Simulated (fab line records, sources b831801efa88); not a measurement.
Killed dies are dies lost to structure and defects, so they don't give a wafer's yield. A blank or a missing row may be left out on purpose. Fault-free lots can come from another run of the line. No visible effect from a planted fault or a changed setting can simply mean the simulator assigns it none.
fab line records	flow sky130
record: lots: 12	wafers: 36	last_day: 50
route steps=708 shown NWELL@56 POLY_CUT@317 RES_XHIGH@360 LI_CONTACT@376 PAD_OPEN@708
lots untouched by any fault: they come from a run of this same line in which no faults occurred
start_h: start of the lot's first displayed wafer, in hours after the record's first day	wait_h: time in hours since the lot's previous step	" unchanged from the row above	L1.1+2: a single row standing in for several wafers	- no value present, or no start provided	* or withheld: withheld	< > ~ a bound
route shown NAME@n: NAME is a module with steps in the file, n the number in the route of the first one	usual: mean/standard deviation of fault-free wafers	same: alike in all rows	chamber/n: place in a boat	sites: per-site readings	_std_site: their standard deviation	_edge_site: mean of outer sites minus mean of inner sites	radius_mm: for every site, how far away it sits from the centre of the wafer	mask NAME#n: copy n	behind: the tool/chamber that last shaped the wafer	hold: why the lot went on hold/how many hours it stayed there/how the hold came to an end	device: the transistor (n, p or np) that didn't switch	end of line: tests of these same wafers at the route's end	where a step has no rows: the recipe by itself	killed: at the first sort, the dies lost to defects and structure; wafer yield is something else	map: a wafer's dies, x killed, . not, _ none there
set.NAME: the run value of the setting; set.NAME@STEP: its run value at that earlier step	model.NAME: the simulator's own value behind a step, which no gauge read
the route's steps for a sample of lots (tables are steps, rows are wafers)
services: from which hour (start_h, from the record's first day; less than 0 if before it) a tool's chamber was out of use, for how many hours, and why
== steps ==
step: SKY_NWELL_DEHYDRATE_03
recipe: temp_c: 200	time_s: 60
usual: exhaust_pa: 44.7/0.82	heater_power_total_W: 160.38/0.13	run_length_s: 89.11/0.16
lot.wafer	tool	chamber	start_h	wait_h	exhaust_pa	heater_power_total_W	run_length_s
L496.1	litho_track-02	0	97.91	8.4	44.9	160.38	89.07
L496.2	"	0	"	"	44.3	160.37	89.07
L496.3	"	0	"	"	45.2	160.27	89.01
L497.2	litho_track-01	0	107.94	8.4	42.8	160.44	89.10
L497.5	"	0	"	"	44.5	160.25	89.08
L497.6	"	0	"	"	44.6	160.60	89.26
L498.2	litho_track-02	0	108.74	8.9	45.3	160.29	88.92
L498.4	"	0	"	"	45.2	160.43	88.95
L498.6	"	0	"	"	43.7	160.59	89.11
L499.2	litho_track-02	0	111.34	8.4	45.3	160.46	88.90
L499.3	"	0	"	"	45.3	160.34	89.14
L499.6	"	0	"	"	45.6	160.17	88.85
L500.2	litho_track-03	0	119.12	8.5	44.4	160.34	89.31
L500.5	"	0	"	"	43.6	160.55	89.23
L500.6	"	0	"	"	44.0	160.35	89.16
L501.3	litho_track-01	0	125.32	9.1	44.9	160.36	89.19
L501.5	"	0	"	"	44.5	160.11	89.17
L501.6	"	0	"	"	45.3	160.34	89.22
L502.2	litho_track-01	0	129.24	8.8	44.7	160.38	89.12
L502.5	"	0	"	"	45.8	160.47	89.06
L502.6	"	0	"	"	45.0	160.65	89.06
L503.4	litho_track-02	0	132.99	8.6	44.8	160.39	89.14
L503.5	"	0	"	"	45.4	160.53	88.92
L503.6	"	0	"	"	45.5	160.38	88.87
L508.2	litho_track-02	0	166.34	9.3	44.6	160.11	89.17
L508.3	"	0	"	"	44.2	160.51	88.88
L508.6	"	0	"	"	45.1	160.64	88.85
L512.1	litho_track-03	0	185.44	9.7	45.8	160.47	89.42
L512.5	"	0	"	"	45.2	160.55	89.27
L512.6	"	0	"	"	45.9	160.38	89.31
L513.3	litho_track-01	0	191.17	10.4	44.9	160.20	95.60
L513.5	"	0	"	"	44.8	160.33	95.26
L513.6	"	0	"	"	45.0	160.38	95.24
L514.2	litho_track-01	0	198.04	10.3	43.4	160.44	95.32
L514.4	"	0	"	"	45.1	160.49	95.26
L514.5	"	0	"	"	44.6	160.46	95.41
step: SKY_POLY_CUT_ETCH_10
recipe: chemistry: N2/H2	target: BARC	ion_energy_ev: 200	source_w: 500	bias_w: 100	pressure_mtorr: 30	n2_flow_sccm: 100	h2_flow_sccm: 200	stop_on: SiO2	time_s: 45.9	target_depth_a: 600
usual: drypump_motor_current_A: 5.6/0.48	oes_product_au: 0.855/0.0047	throttle_valve_pct: 13.225/0.0088
lot.wafer	tool	chamber	start_h	wait_h	drypump_motor_current_A	oes_product_au	rf_hours_counter_h	throttle_valve_pct
L496.1	rie_diel-01	2	592.04	0.0	6.2	0.853	11	13.215
L496.2	"	0	"	"	5.4	0.865	4	13.225
L496.3	"	3	"	"	5.0	0.849	4	13.235
L497.2	rie_diel-02	0	604.62	0.0	5.0	0.856	1	13.233
L497.5	"	1	"	"	5.8	0.859	-	13.226
L497.6	"	2	"	"	5.1	0.857	-	13.221
L498.2	rie_diel-03	0	607.30	0.0	5.1	0.860	35	13.226
L498.4	"	3	"	"	6.1	0.852	36	13.217
L498.6	"	2	"	"	6.2	0.853	-	13.218
L499.2	rie_diel-02	3	609.27	0.0	6.2	0.858	2	13.221
L499.3	"	0	"	"	5.0	0.857	1	13.228
L499.6	"	2	"	"	5.1	0.860	-	13.235
L500.2	rie_diel-01	3	619.82	0.0	5.0	0.851	5	13.226
L500.5	"	3	"	"	5.0	0.858	-	13.223
L500.6	"	2	"	"	6.2	0.851	-	13.240
L501.3	rie_diel-01	2	630.30	0.0	6.2	0.854	12	13.227
L501.5	"	0	"	"	5.4	0.854	-	13.234
L501.6	"	1	"	"	5.3	0.856	-	13.223
L502.2	rie_diel-01	3	638.52	0.0	4.9	0.869	5	13.209
L502.5	"	0	"	"	5.4	0.853	-	13.228
L502.6	"	3	"	"	5.0	0.854	-	13.210
L503.4	rie_diel-03	1	641.30	0.0	6.1	0.861	6	13.216
L503.5	"	2	"	"	6.1	0.859	-	13.217
L503.6	"	1	"	"	6.1	0.855	-	13.215
L508.2	rie_diel-01	0	701.62	0.0	5.4	0.854	6	13.220
L508.3	"	1	"	"	5.3	0.861	8	13.220
L508.6	"	0	"	"	5.4	0.860	-	13.226
L512.1	rie_diel-01	0	711.60	0.0	5.5	0.853	6	13.230
L512.5	"	3	"	"	4.9	0.855	-	13.221
L512.6	"	0	"	"	5.4	0.853	-	13.215
L513.3	rie_diel-01	0	718.37	0.0	5.4	0.855	6	13.227
L513.5	"	0	"	"	5.4	0.858	-	13.212
L513.6	"	1	"	"	5.3	0.850	-	13.225
L514.2	rie_diel-03	2	727.57	0.0	6.2	0.853	50	13.228
L514.4	"	0	"	"	5.1	0.858	38	13.223
L514.5	"	1	"	"	6.1	0.855	-	13.230
step: SKY_SD_N_RS_MEAS_18
recipe: thk_meas_gauge: four-point-probe
usual: RES_XHIGH_RS: 333.3/1.1
lot.wafer	tool	chamber	start_h	wait_h	RES_XHIGH_RS[ohm/sq]
L496.1	film_metro-02	-	677.59	0.1	333.2
L496.2	"	-	"	"	333.6
L496.3	"	-	"	"	333.2
L497.2	film_metro-03	-	689.16	0.1	333.6
L497.5	"	-	"	"	333.8
L497.6	"	-	"	"	333.1
L498.2	film_metro-03	-	692.93	0.1	332.8
L498.4	"	-	"	"	332.5
L498.6	"	-	"	"	334.0
L499.2	film_metro-01	-	695.11	0.1	332.5
L499.3	"	-	"	"	332.9
L499.6	"	-	"	"	331.3
L500.2	film_metro-03	-	704.61	0.1	335.3
L500.5	"	-	"	"	332.6
L500.6	"	-	"	"	333.1
L501.3	film_metro-02	-	714.73	0.1	333.1
L501.5	"	-	"	"	333.4
L501.6	"	-	"	"	333.2
L502.2	film_metro-02	-	722.81	0.1	335.4
L502.5	"	-	"	"	333.0
L502.6	"	-	"	"	334.3
L503.4	film_metro-01	-	725.75	0.1	332.1
L503.5	"	-	"	"	332.0
L503.6	"	-	"	"	331.4
L508.2	film_metro-03	-	784.11	0.1	335.6
L508.3	"	-	"	"	335.3
L508.6	"	-	"	"	335.8
L512.1	film_metro-03	-	793.79	0.1	332.7
L512.5	"	-	"	"	332.6
L512.6	"	-	"	"	331.5
L513.3	film_metro-03	-	800.88	0.1	333.6
L513.5	"	-	"	"	332.6
L513.6	"	-	"	"	333.3
L514.2	film_metro-03	-	811.47	0.1	333.7
L514.4	"	-	"	"	333.9
L514.5	"	-	"	"	332.0
step: SKY_LI_CONTACT_ETCH_14
recipe: chemistry: N2/H2	target: BARC	ion_energy_ev: 200	source_w: 500	bias_w: 100	pressure_mtorr: 30	n2_flow_sccm: 100	h2_flow_sccm: 200	stop_on: SiO2	time_s: 45.9	target_depth_a: 600
usual: drypump_motor_current_A: 5.5/0.46	oes_product_au: 0.855/0.0049	throttle_valve_pct: 13.224/0.0095
lot.wafer	tool	chamber	start_h	wait_h	drypump_motor_current_A	oes_product_au	rf_hours_counter_h	throttle_valve_pct
L496.1	rie_diel-02	1	707.42	0.0	5.8	0.853	14	13.211
L496.2	"	0	"	"	5.0	0.858	3	13.223
L496.3	"	2	"	"	5.1	0.854	2	13.226
L497.2	rie_diel-02	3	717.00	0.0	6.2	0.850	4	13.226
L497.5	"	2	"	"	5.1	0.848	-	13.231
L497.6	"	1	"	"	5.7	0.854	-	13.205
L498.2	rie_diel-02	1	721.99	0.0	5.8	0.860	14	13.232
L498.4	"	2	"	"	5.1	0.848	3	13.225
L498.6	"	3	"	"	6.2	0.855	-	13.230
L499.2	rie_diel-04	0	723.40	0.0	6.0	0.849	4	13.224
L499.3	"	3	"	"	6.1	0.850	16	13.217
L499.6	"	2	"	"	5.3	0.859	-	13.204
L500.2	rie_diel-01	2	733.07	0.0	6.2	0.848	14	13.221
L500.5	"	3	"	"	5.0	0.857	-	13.221
L500.6	"	0	"	"	5.4	0.859	-	13.217
L501.3	rie_diel-04	0	743.52	0.0	6.0	0.845	4	13.224
L501.5	"	3	"	"	6.1	0.850	-	13.211
L501.6	"	0	"	"	6.0	0.861	-	13.251
L502.2	rie_diel-02	0	750.61	0.0	5.0	0.855	5	13.225
L502.5	"	1	"	"	5.8	0.863	-	13.229
L502.6	"	0	"	"	5.0	0.859	-	13.223
L503.4	rie_diel-02	1	757.25	0.0	5.7	0.853	15	13.239
L503.5	"	1	"	"	5.8	0.860	-	13.231
L503.6	"	0	"	"	5.0	0.853	-	13.230
L508.2	rie_diel-02	1	811.72	0.0	5.7	0.855	17	13.228
L508.3	"	0	"	"	5.0	0.859	7	13.214
L508.6	"	3	"	"	6.2	0.861	-	13.227
L512.1	rie_diel-02	3	821.65	0.0	6.2	0.860	8	13.229
L512.5	"	3	"	"	6.2	0.861	-	13.211
L512.6	"	2	"	"	5.1	0.855	-	13.222
L513.3	rie_diel-01	3	828.70	0.0	4.9	0.850	10	13.226
L513.5	"	0	"	"	5.4	0.851	-	13.224
L513.6	"	3	"	"	4.9	0.852	-	13.218
L514.2	rie_diel-01	1	838.77	0.0	5.2	0.857	11	13.227
L514.4	"	2	"	"	6.2	0.853	16	13.209
L514.5	"	0	"	"	5.5	0.858	-	13.228
step: SKY_PAD_OPEN_PROBE_99
usual: killed_at_M0_to_M3: 44/6.5	killed_at_M4_up: 2.9/1.7	killed_at_contacts: 24/5.7	killed_at_front_end: 16/4.4	killed_at_other: 0.2/0.48	killed_dies: 87/9.6	killed_open: 48/6.7	killed_short: 38/6.2
same: gross_dies: 492	killed_at_back_side: 0
lot.wafer	tool	chamber	start_h	wait_h	killed_at_M0_to_M3	killed_at_M4_up	killed_at_contacts	killed_at_front_end	killed_at_other	killed_dies	killed_open	killed_short
L498.2	prober-02	-	1111.43	0.1	47	3	23	28	0	101	50	51
L498.4	prober-02	-	1111.53	0.2	44	4	20	19	0	87	45	42
L498.6	prober-02	-	1111.63	0.2	42	3	27	17	1	90	53	37
L501.3	prober-01	-	1126.83	0.2	50	1	19	17	0	87	51	36
L501.5	prober-01	-	1126.93	0.2	58	6	28	18	0	110	53	57
L501.6	prober-01	-	1126.98	0.2	42	1	27	10	0	80	46	34
killed by level:class
L498.2 METAL2:geometric_particle:short=9 FIELD_ISO:geometric_particle:open=8 LI_CONTACT:geometric_particle:open=8 VIA1:geometric_particle:open=8 POLY_GATE:geometric_particle:open=7 POLY_GATE:geometric_particle:short=6 CONTACT:geometric_particle:open=6 VIA3:geometric_particle:short=6
L498.4 CONTACT:geometric_particle:open=13 VIA1:geometric_particle:open=9 VIA1:geometric_particle:short=7 VIA2:geometric_particle:open=7 FIELD_ISO:geometric_particle:short=6 POLY_GATE:geometric_particle:short=6 VIA3:geometric_particle:short=6 METAL2:geometric_particle:short=5
L498.6 CONTACT:geometric_particle:open=13 VIA1:geometric_particle:open=8 VIA1:geometric_particle:short=7 VIA2:geometric_particle:open=7 LI_CONTACT:geometric_particle:open=6 VIA3:geometric_particle:open=6 FIELD_ISO:geometric_particle:open=4 FIELD_ISO:geometric_particle:short=4
L501.3 VIA1:geometric_particle:open=14 METAL3:geometric_particle:short=9 LI_CONTACT:geometric_particle:open=7 FIELD_ISO:geometric_particle:open=6 VIA3:geometric_particle:open=6 FIELD_ISO:geometric_particle:short=5 VIA1:geometric_particle:short=5 VIA2:geometric_particle:open=5
L501.5 VIA2:geometric_particle:open=12 VIA1:geometric_particle:open=12 CONTACT:geometric_particle:short=8 LI_CONTACT:geometric_particle:short=8 METAL2:geometric_particle:short=7 VIA3:geometric_particle:open=6 FIELD_ISO:geometric_particle:open=5 FIELD_ISO:geometric_particle:short=5
L501.6 VIA1:geometric_particle:open=12 LI_CONTACT:geometric_particle:open=9 CONTACT:geometric_particle:open=9 VIA2:geometric_particle:open=7 LOCAL_INTERCONNECT:geometric_particle:short=6 VIA2:geometric_particle:short=5 VIA3:geometric_particle:short=4 METAL2:geometric_particle:short=4
== services ==
tool	chamber	start_h	hours	kind
rie_diel-01	-	122.27	0.2	repair
rie_diel-02	-	167.70	14.6	pm
rie_diel-02	1	221.08	8.1	repair
rie_diel-01	-	239.59	14.6	pm
rie_diel-02	-	240.55	0.6	repair
rie_diel-01	1	255.86	8.8	repair
rie_diel-01	3	260.59	3.3	repair
rie_diel-01	-	339.86	2.5	repair
rie_diel-01	0	354.23	13.8	repair
rie_diel-02	0	365.53	4.5	repair
rie_diel-01	3	443.56	5.4	repair
rie_diel-01	2	444.97	6.0	repair
rie_diel-02	-	449.51	1.1	repair
rie_diel-02	3	483.96	4.6	repair
rie_diel-01	3	492.91	6.6	repair
rie_diel-02	-	526.32	2.8	pm
rie_diel-02	1	565.91	5.6	repair
rie_diel-01	1	585.24	5.4	repair
rie_diel-01	3	721.78	2.0	repair
rie_diel-02	-	740.64	1.9	repair
rie_diel-01	0	803.69	9.1	repair
rie_diel-02	2	807.58	5.8	repair
rie_diel-01	-	824.05	2.8	pm
rie_diel-02	3	838.46	15.9	repair
== key ==
first_sign: step: SKY_NWELL_DEHYDRATE_03	reading: run_length_s	direction: up	sigmas: 39	usual: *	struck: *
effect none on later readings
met_at SKY_NWELL_DEHYDRATE_03
struck_lots L513,L514
tester_left_out L513,L514
not_acting_at SKY_POLY_CUT_ETCH_10,SKY_SD_N_RS_MEAS_18,SKY_LI_CONTACT_ETCH_14
onset_between 129.24 191.17
fault: kind: process_parameter_drift	tool: litho_track-01	chamber: -	onset_h: 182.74	steps: SKY_NWELL_DEHYDRATE_03	channel: time_s	offset: *	shape: step	end_h: 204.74	acts_in: *	stated: *
tester_left_out: of these lots the tester's yield and bins aren't shown, on N5 and GAA mostly nor the transistor test; their killed dies are dies lost to structure and defects alone, not to doping, threshold or leakage, so they don't give the yield
